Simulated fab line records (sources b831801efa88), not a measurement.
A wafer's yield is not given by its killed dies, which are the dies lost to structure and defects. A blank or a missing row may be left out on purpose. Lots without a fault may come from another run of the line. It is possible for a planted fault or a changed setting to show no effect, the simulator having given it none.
fab line records + flow sky130
[record]
- lots = 13
- wafers = 39
- lastDay = 50
route steps=708 shown VT_ADJUST_HVTP@91 VT_ADJUST_NCORE@129 VT_ADJUST_HVTR@142 PAD_OPEN@708
lots that met no fault: taken from a fault-free run of the same line
startH: the number of hours between the record's first day and the start of the first shown wafer of the lot + waitH: time in hours since the lot's previous step + " the same as in the row above + L1.1+2: several wafers, shown together as one row + - either no value or no given start + * or withheld: withheld + < > ~ a bound
route shown NAME@n: names a module that has steps shown in the file, with the first one's number in the route + usual: average and standard deviation across the fault-free wafers + same: alike in all rows + chamber/n: place in a boat + sites: per-site readings + _std_site: their standard deviation + _edge_site: the outer-site mean with the inner-site mean subtracted + radiusMm: for every site, how far away it sits from the centre of the wafer + mask NAME#n: copy n + behind: the tool/chamber that last shaped the wafer + hold: the reason the lot was held/the length of the hold in hours/how it ended + device: which transistor (n, p or np) failed to switch + end of line: the same wafers' tests at the end of the route + for a step that has no rows: nothing shown but its recipe + killed: dies lost to structure and defects at the first sort, not the wafer's yield + map: per-die view of a wafer (x killed, . not killed, _ where there is no die)
set.NAME: the setting that was run; set.NAME@STEP: the one run at that earlier step + model.NAME: the simulator's own value behind a step, which no gauge read
steps of the route over a sample of lots; a table a step, a row a wafer
services: the hour from which a tool's chamber was out of use, counted from the record's first day as startH (under 0 if before that day), plus the number of hours and why
[[steps]]
[step SKY_VT_ADJUST_HVTP_DEVELOP_06]
[recipe]
- resist = NOVOLAK
- developer = TMAH
- developTimeS = 60
- devTempC = 23
| lot.wafer  | tool          | chamber | startH | waitH |
|------------|---------------|---------|--------|-------|
| L140.1+2+4 | lithoTrack-01 | 0       | 138.49 | 0.1   |
| L141.2+4+5 | lithoTrack-03 | 0       | 144.15 | 0.1   |
| L142.1+2+5 | lithoTrack-03 | 0       | 145.33 | 0.1   |
| L143.1+4+6 | lithoTrack-03 | 0       | 149.23 | 0.1   |
| L144.1+4+6 | lithoTrack-01 | 0       | 162.99 | 0.1   |
| L145.2+4+5 | lithoTrack-03 | 0       | 170.40 | 0.1   |
| L146.2+5+6 | lithoTrack-03 | 0       | 171.05 | 0.1   |
| L154.1+4+6 | lithoTrack-04 | 0       | 228.92 | 0.1   |
| L155.1+2+6 | lithoTrack-01 | 0       | 231.09 | 0.1   |
| L157.1+3+6 | lithoTrack-03 | 0       | 252.78 | 0.1   |
| L159.1+4+6 | lithoTrack-03 | 0       | 253.68 | 0.1   |
| L158.1+3+5 | lithoTrack-03 | 0       | 262.43 | 0.1   |
| L161.2+3+4 | lithoTrack-01 | 0       | 272.31 | 0.1   |
[step SKY_VT_ADJUST_HVTP_CD_MEAS_07]
[recipe]
- targetCdNm = 380
[usual]
- cdNm = 380.5/2.4
| lot.wafer | tool     | chamber | startH | waitH | hold                    | cdNm  |
|-----------|----------|---------|--------|-------|-------------------------|-------|
| L140.1    | cdSem-02 | -       | 138.64 | 0.1   | -                       | 381.0 |
| L140.2    | "        | -       | "      | "     | -                       | 381.1 |
| L140.4    | "        | -       | "      | "     | -                       | 382.5 |
| L141.2    | cdSem-02 | -       | 144.38 | 0.2   | -                       | 381.3 |
| L141.4    | "        | -       | "      | "     | -                       | 380.3 |
| L141.5    | "        | -       | "      | "     | -                       | 380.3 |
| L142.1    | cdSem-02 | -       | 145.48 | 0.1   | -                       | 380.6 |
| L142.2    | "        | -       | "      | "     | -                       | 379.6 |
| L142.5    | "        | -       | "      | "     | -                       | 378.4 |
| L143.1    | cdSem-01 | -       | 149.38 | 0.1   | -                       | 378.7 |
| L143.4    | "        | -       | "      | "     | -                       | 380.7 |
| L143.6    | "        | -       | "      | "     | -                       | 380.9 |
| L144.1    | cdSem-02 | -       | 163.14 | 0.1   | -                       | 381.8 |
| L144.4    | "        | -       | "      | "     | -                       | 383.7 |
| L144.6    | "        | -       | "      | "     | -                       | 383.4 |
| L145.2    | cdSem-02 | -       | 170.55 | 0.1   | awaitDispo/0.2h/release | 395.5 |
| L145.4    | "        | -       | "      | "     | awaitDispo/0.2h/release | 392.6 |
| L145.5    | "        | -       | "      | "     | awaitDispo/0.2h/release | 393.8 |
| L145.2    | cdSem-02 | -       | 170.83 | 0.3   | -                       | 395.7 |
| L145.4    | "        | -       | "      | "     | -                       | 392.4 |
| L145.5    | "        | -       | "      | "     | -                       | 393.5 |
| L146.2    | cdSem-02 | -       | 171.20 | 0.1   | awaitDispo/0.2h/release | 391.6 |
| L146.5    | "        | -       | "      | "     | awaitDispo/0.2h/release | 391.4 |
| L146.6    | "        | -       | "      | "     | awaitDispo/0.2h/release | 390.7 |
| L146.2    | cdSem-02 | -       | 171.48 | 0.3   | -                       | 391.8 |
| L146.5    | "        | -       | "      | "     | -                       | 391.4 |
| L146.6    | "        | -       | "      | "     | -                       | 390.5 |
| L154.1    | cdSem-01 | -       | 229.07 | 0.1   | -                       | 378.4 |
| L154.4    | "        | -       | "      | "     | -                       | 381.0 |
| L154.6    | "        | -       | "      | "     | -                       | 380.9 |
| L155.1    | cdSem-02 | -       | 231.24 | 0.1   | -                       | 378.6 |
| L155.2    | "        | -       | "      | "     | -                       | 379.0 |
| L155.6    | "        | -       | "      | "     | -                       | 378.4 |
| L157.1    | cdSem-01 | -       | 252.93 | 0.1   | -                       | 382.4 |
| L157.3    | "        | -       | "      | "     | -                       | 384.3 |
| L157.6    | "        | -       | "      | "     | -                       | 382.4 |
| L159.1    | cdSem-02 | -       | 253.83 | 0.1   | -                       | 381.1 |
| L159.4    | "        | -       | "      | "     | -                       | 380.7 |
| L159.6    | "        | -       | "      | "     | -                       | 382.0 |
| L158.1    | cdSem-01 | -       | 262.58 | 0.1   | -                       | 376.9 |
| L158.3    | "        | -       | "      | "     | -                       | 380.7 |
| L158.5    | "        | -       | "      | "     | -                       | 378.0 |
| L161.2    | cdSem-02 | -       | 272.46 | 0.1   | -                       | 379.4 |
| L161.3    | "        | -       | "      | "     | -                       | 376.7 |
| L161.4    | "        | -       | "      | "     | -                       | 379.4 |
[step SKY_VT_ADJUST_NCORE_STRIP_10]
[recipe]
- chemistry = O2/N2
- powerW = 1400
- pressureMtorr = 1500
- platenTempC = withheld
- o2FlowSccm = 3000
- n2FlowSccm = 300
- overashFraction = 0.5
[usual]
- drypumpMotorCurrentA = 5.7/0.49
- oesProductAu = 0.716/0.0043
- stripTimeToEndpointS = 14.19/0.034
| lot.wafer | tool           | chamber | startH | waitH | drypumpMotorCurrentA | oesProductAu | rfHoursCounterH | stripTimeToEndpointS |
|-----------|----------------|---------|--------|-------|----------------------|--------------|-----------------|----------------------|
| L140.1    | plasmaAsher-01 | 1       | 201.03 | 0.1   | 6.3                  | 0.729        | 41              | 14.22                |
| L140.2    | "              | 0       | "      | "     | 5.3                  | 0.712        | 41              | 14.14                |
| L140.4    | "              | 1       | "      | "     | 6.3                  | 0.716        | -               | 14.18                |
| L141.2    | plasmaAsher-04 | 0       | 205.91 | 0.1   | 5.8                  | 0.716        | 56              | 14.18                |
| L141.4    | "              | 0       | "      | "     | 5.8                  | 0.720        | -               | 14.21                |
| L141.5    | "              | 1       | "      | "     | 5.1                  | 0.710        | -               | 14.18                |
| L142.1    | plasmaAsher-04 | 0       | 206.33 | 0.1   | 5.7                  | 0.721        | 56              | 14.20                |
| L142.2    | "              | 1       | "      | "     | 5.1                  | 0.711        | 56              | 14.20                |
| L142.5    | "              | 1       | "      | "     | 5.1                  | 0.707        | -               | 14.17                |
| L143.1    | plasmaAsher-04 | 1       | 211.83 | 0.1   | 5.1                  | 0.717        | 56              | 14.17                |
| L143.4    | "              | 1       | "      | "     | 5.1                  | 0.708        | -               | 14.19                |
| L143.6    | "              | 0       | "      | "     | 5.8                  | 0.713        | -               | 14.21                |
| L144.1    | plasmaAsher-03 | 0       | 227.16 | 0.1   | 6.5                  | 0.711        | 45              | 14.22                |
| L144.4    | "              | 1       | "      | "     | 5.6                  | 0.721        | -               | 14.17                |
| L144.6    | "              | 1       | "      | "     | 5.5                  | 0.711        | -               | 14.20                |
| L145.2    | plasmaAsher-01 | 0       | 235.93 | 0.1   | 5.3                  | 0.723        | 45              | 14.17                |
| L145.4    | "              | 0       | "      | "     | 5.3                  | 0.717        | -               | 14.18                |
| L145.5    | "              | 1       | "      | "     | 6.3                  | 0.718        | -               | 14.16                |
| L146.2    | plasmaAsher-03 | 1       | 236.53 | 0.1   | 5.6                  | 0.727        | 46              | 14.17                |
| L146.5    | "              | 0       | "      | "     | 6.5                  | 0.713        | -               | 14.17                |
| L146.6    | "              | 1       | "      | "     | 5.6                  | 0.714        | -               | 14.20                |
| L154.1    | plasmaAsher-04 | 0       | 301.13 | 0.1   | 5.8                  | 0.712        | 64              | 14.14                |
| L154.4    | "              | 1       | "      | "     | 5.1                  | 0.714        | -               | 14.17                |
| L154.6    | "              | 1       | "      | "     | 5.1                  | 0.720        | -               | 14.15                |
| L155.1    | plasmaAsher-03 | 0       | 305.43 | 0.1   | 6.5                  | 0.715        | 53              | 14.21                |
| L155.2    | "              | 1       | "      | "     | 5.6                  | 0.712        | 53              | 14.15                |
| L155.6    | "              | 0       | "      | "     | 6.5                  | 0.718        | -               | 14.15                |
| L157.1    | plasmaAsher-01 | 1       | 327.98 | 0.1   | 6.3                  | 0.721        | 54              | 14.16                |
| L157.3    | "              | 1       | "      | "     | 6.3                  | 0.723        | -               | 14.17                |
| L157.6    | "              | 0       | "      | "     | 5.3                  | 0.719        | -               | 14.13                |
| L159.1    | plasmaAsher-01 | 1       | 329.48 | 0.1   | 6.3                  | 0.715        | 54              | 14.20                |
| L159.4    | "              | 1       | "      | "     | 6.3                  | 0.718        | -               | 14.21                |
| L159.6    | "              | 1       | "      | "     | 6.3                  | 0.726        | -               | 14.23                |
| L158.1    | plasmaAsher-01 | 1       | 340.11 | 0.1   | 6.3                  | 0.719        | 56              | 14.22                |
| L158.3    | "              | 1       | "      | "     | 6.3                  | 0.711        | -               | 14.20                |
| L158.5    | "              | 1       | "      | "     | 6.3                  | 0.706        | -               | 14.21                |
| L161.2    | plasmaAsher-04 | 0       | 351.06 | 0.1   | 5.8                  | 0.715        | 70              | 14.20                |
| L161.3    | "              | 1       | "      | "     | 5.1                  | 0.710        | -               | 14.16                |
| L161.4    | "              | 0       | "      | "     | 5.8                  | 0.710        | -               | 14.18                |
[step SKY_VT_ADJUST_NCORE_TW_MEAS_11]
[usual]
- VT_ADJUST_NCORE_TW = 218.0/2.5
| lot.wafer | tool         | chamber | startH | waitH | VT_ADJUST_NCORE_TW |
|-----------|--------------|---------|--------|-------|--------------------|
| L140.1    | filmMetro-03 | -       | 201.13 | 0.1   | 221.5              |
| L140.2    | "            | -       | "      | "     | 220.9              |
| L140.4    | "            | -       | "      | "     | 220.5              |
| L141.2    | filmMetro-04 | -       | 206.02 | 0.1   | 217.7              |
| L141.4    | "            | -       | "      | "     | 216.5              |
| L141.5    | "            | -       | "      | "     | 217.6              |
| L142.1    | filmMetro-02 | -       | 206.43 | 0.1   | 213.7              |
| L142.2    | "            | -       | "      | "     | 215.0              |
| L142.5    | "            | -       | "      | "     | 215.5              |
| L143.1    | filmMetro-04 | -       | 211.93 | 0.1   | 218.2              |
| L143.4    | "            | -       | "      | "     | 216.9              |
| L143.6    | "            | -       | "      | "     | 218.5              |
| L144.1    | filmMetro-04 | -       | 227.26 | 0.1   | 216.2              |
| L144.4    | "            | -       | "      | "     | 216.0              |
| L144.6    | "            | -       | "      | "     | 216.4              |
| L145.2    | filmMetro-03 | -       | 236.04 | 0.1   | 223.0              |
| L145.4    | "            | -       | "      | "     | 221.7              |
| L145.5    | "            | -       | "      | "     | 220.5              |
| L146.2    | filmMetro-03 | -       | 236.64 | 0.1   | 222.3              |
| L146.5    | "            | -       | "      | "     | 221.2              |
| L146.6    | "            | -       | "      | "     | 222.1              |
| L154.1    | filmMetro-04 | -       | 301.23 | 0.1   | 217.0              |
| L154.4    | "            | -       | "      | "     | 217.2              |
| L154.6    | "            | -       | "      | "     | 217.8              |
| L155.1    | filmMetro-04 | -       | 305.53 | 0.1   | 218.1              |
| L155.2    | "            | -       | "      | "     | 217.1              |
| L155.6    | "            | -       | "      | "     | 216.7              |
| L157.1    | filmMetro-03 | -       | 328.08 | 0.1   | 221.0              |
| L157.3    | "            | -       | "      | "     | 221.3              |
| L157.6    | "            | -       | "      | "     | 220.3              |
| L159.1    | filmMetro-02 | -       | 329.58 | 0.1   | 216.2              |
| L159.4    | "            | -       | "      | "     | 216.9              |
| L159.6    | "            | -       | "      | "     | 216.3              |
| L158.1    | filmMetro-03 | -       | 340.21 | 0.1   | 222.1              |
| L158.3    | "            | -       | "      | "     | 222.4              |
| L158.5    | "            | -       | "      | "     | 222.3              |
| L161.2    | filmMetro-04 | -       | 351.17 | 0.1   | 218.1              |
| L161.3    | "            | -       | "      | "     | 218.0              |
| L161.4    | "            | -       | "      | "     | 217.8              |
[step SKY_VT_ADJUST_HVTR_TW_MEAS_11]
[usual]
- VT_ADJUST_HVTR_TW = 208.5/1.2
| lot.wafer | tool         | chamber | startH | waitH | VT_ADJUST_HVTR_TW |
|-----------|--------------|---------|--------|-------|-------------------|
| L140.1    | filmMetro-02 | -       | 223.13 | 0.1   | 206.7             |
| L140.2    | "            | -       | "      | "     | 208.2             |
| L140.4    | "            | -       | "      | "     | 207.8             |
| L141.2    | filmMetro-02 | -       | 227.79 | 0.1   | 206.7             |
| L141.4    | "            | -       | "      | "     | 206.5             |
| L141.5    | "            | -       | "      | "     | 206.0             |
| L142.1    | filmMetro-01 | -       | 228.21 | 0.1   | 208.3             |
| L142.2    | "            | -       | "      | "     | 209.1             |
| L142.5    | "            | -       | "      | "     | 209.3             |
| L143.1    | filmMetro-04 | -       | 234.48 | 0.1   | 209.1             |
| L143.4    | "            | -       | "      | "     | 208.5             |
| L143.6    | "            | -       | "      | "     | 209.0             |
| L144.1    | filmMetro-02 | -       | 250.14 | 0.1   | 206.9             |
| L144.4    | "            | -       | "      | "     | 208.1             |
| L144.6    | "            | -       | "      | "     | 207.4             |
| L145.2    | filmMetro-04 | -       | 259.44 | 0.1   | 208.6             |
| L145.4    | "            | -       | "      | "     | 209.2             |
| L145.5    | "            | -       | "      | "     | 206.8             |
| L146.2    | filmMetro-02 | -       | 259.97 | 0.1   | 207.0             |
| L146.5    | "            | -       | "      | "     | 206.5             |
| L146.6    | "            | -       | "      | "     | 207.4             |
| L154.1    | filmMetro-01 | -       | 327.31 | 0.1   | 209.7             |
| L154.4    | "            | -       | "      | "     | 210.0             |
| L154.6    | "            | -       | "      | "     | 208.5             |
| L155.1    | filmMetro-02 | -       | 332.23 | 0.1   | 209.1             |
| L155.2    | "            | -       | "      | "     | 209.1             |
| L155.6    | "            | -       | "      | "     | 208.4             |
| L157.1    | filmMetro-04 | -       | 356.28 | 0.1   | 211.3             |
| L157.3    | "            | -       | "      | "     | 209.9             |
| L157.6    | "            | -       | "      | "     | 209.5             |
| L159.1    | filmMetro-04 | -       | 356.66 | 0.1   | 209.0             |
| L159.4    | "            | -       | "      | "     | 210.0             |
| L159.6    | "            | -       | "      | "     | 210.1             |
| L158.1    | filmMetro-01 | -       | 367.43 | 0.1   | 209.6             |
| L158.3    | "            | -       | "      | "     | 208.8             |
| L158.5    | "            | -       | "      | "     | 210.1             |
| L161.2    | filmMetro-04 | -       | 378.97 | 0.1   | 209.4             |
| L161.3    | "            | -       | "      | "     | 210.2             |
| L161.4    | "            | -       | "      | "     | 208.3             |
[step SKY_PAD_OPEN_PROBE_99]
[usual]
- killed_at_M0_to_M3 = 44/7.3
- killed_at_M4_up = 3.5/1.8
- killedAtContacts = 24/5.8
- killedAtFrontEnd = 16/4.3
- killedAtOther = 0.5/0.68
- killedDies = 88/9.4
- killedOpen = 48/6.8
- killedShort = 40/6.1
[same]
- grossDies = 492
- killedAtBackSide = 0
| lot.wafer | tool      | chamber | startH  | waitH | killed_at_M0_to_M3 | killed_at_M4_up | killedAtContacts | killedAtFrontEnd | killedAtOther | killedDies | killedOpen | killedShort |
|-----------|-----------|---------|---------|-------|--------------------|-----------------|------------------|------------------|---------------|------------|------------|-------------|
| L155.1    | prober-02 | -       | 1181.23 | 0.1   | 51                 | 2               | 18               | 18               | 1             | 90         | 47         | 41          |
| L155.2    | prober-02 | -       | 1181.28 | 0.1   | 50                 | 0               | 25               | 18               | 0             | 93         | 41         | 49          |
| L155.6    | prober-02 | -       | 1181.48 | 0.2   | 54                 | 2               | 25               | 10               | 0             | 91         | 50         | 40          |
// killed by level:class
L155.1 VIA1:geometricParticle:open=15 METAL1:geometricParticle:short=7 FIELD_ISO:geometricParticle:short=6 CONTACT:geometricParticle:open=6 VIA2:geometricParticle:open=6 VIA3:geometricParticle:open=6 CONTACT:geometricParticle:short=5 VIA1:geometricParticle:short=5
L155.2 VIA2:geometricParticle:open=8 POLY_GATE:geometricParticle:short=7 LI_CONTACT:geometricParticle:short=7 LI_CONTACT:geometricParticle:open=7 VIA1:geometricParticle:open=7 VIA1:geometricParticle:short=7 METAL2:geometricParticle:short=6 VIA3:geometricParticle:open=6
L155.6 VIA1:geometricParticle:open=12 VIA2:geometricParticle:open=11 CONTACT:geometricParticle:open=9 LI_CONTACT:geometricParticle:open=7 METAL2:geometricParticle:short=7 VIA3:geometricParticle:open=6 METAL1:geometricParticle:short=5 METAL3:geometricParticle:short=5
[[services]]
| tool           | chamber | startH | hours | kind                     |
|----------------|---------|--------|-------|--------------------------|
| lithoTrack-04  | -       | 141.32 | -     | consumableReplace:filter |
| lithoTrack-04  | -       | 149.40 | -     | consumableReplace:filter |
| plasmaAsher-03 | -       | 159.93 | 0.4   | repair                   |
| plasmaAsher-01 | -       | 179.45 | 4.0   | repair                   |
| plasmaAsher-04 | -       | 292.24 | 2.8   | repair                   |
| plasmaAsher-03 | -       | 318.34 | 0.4   | repair                   |
| plasmaAsher-01 | -       | 349.52 | 7.0   | repair                   |
[[key]]
[firstSign]
- step = SKY_VT_ADJUST_HVTP_CD_MEAS_07
- reading = visit
- direction = added
[effect]
- step = SKY_VT_ADJUST_HVTP_CD_MEAS_07
- reading = cdNm
- direction = up
- sigmas = 5
- usual = 380.5
- struck = 392.6
metAt SKY_VT_ADJUST_HVTP_DEVELOP_06
struckLots L145,L146
testerLeftOut L145,L146
notActingAt SKY_VT_ADJUST_NCORE_STRIP_10,SKY_VT_ADJUST_NCORE_TW_MEAS_11,SKY_VT_ADJUST_HVTR_TW_MEAS_11
onsetBetween 149.23 170.40
[fault]
- kind = processParameterDrift
- tool = lithoTrack-03
- chamber = -
- onsetH = 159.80
- steps = SKY_VT_ADJUST_HVTP_DEVELOP_06
- channel = developTimeS
- offset = *
- shape = step
- endH = 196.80
- actsIn = *
- stated = *
// testerLeftOut: of these lots the tester's yield and bins aren't shown, on N5 and GAA mostly nor the transistor test; their killed dies are dies lost to structure and defects alone, not to doping, threshold or leakage, so they don't give the yield
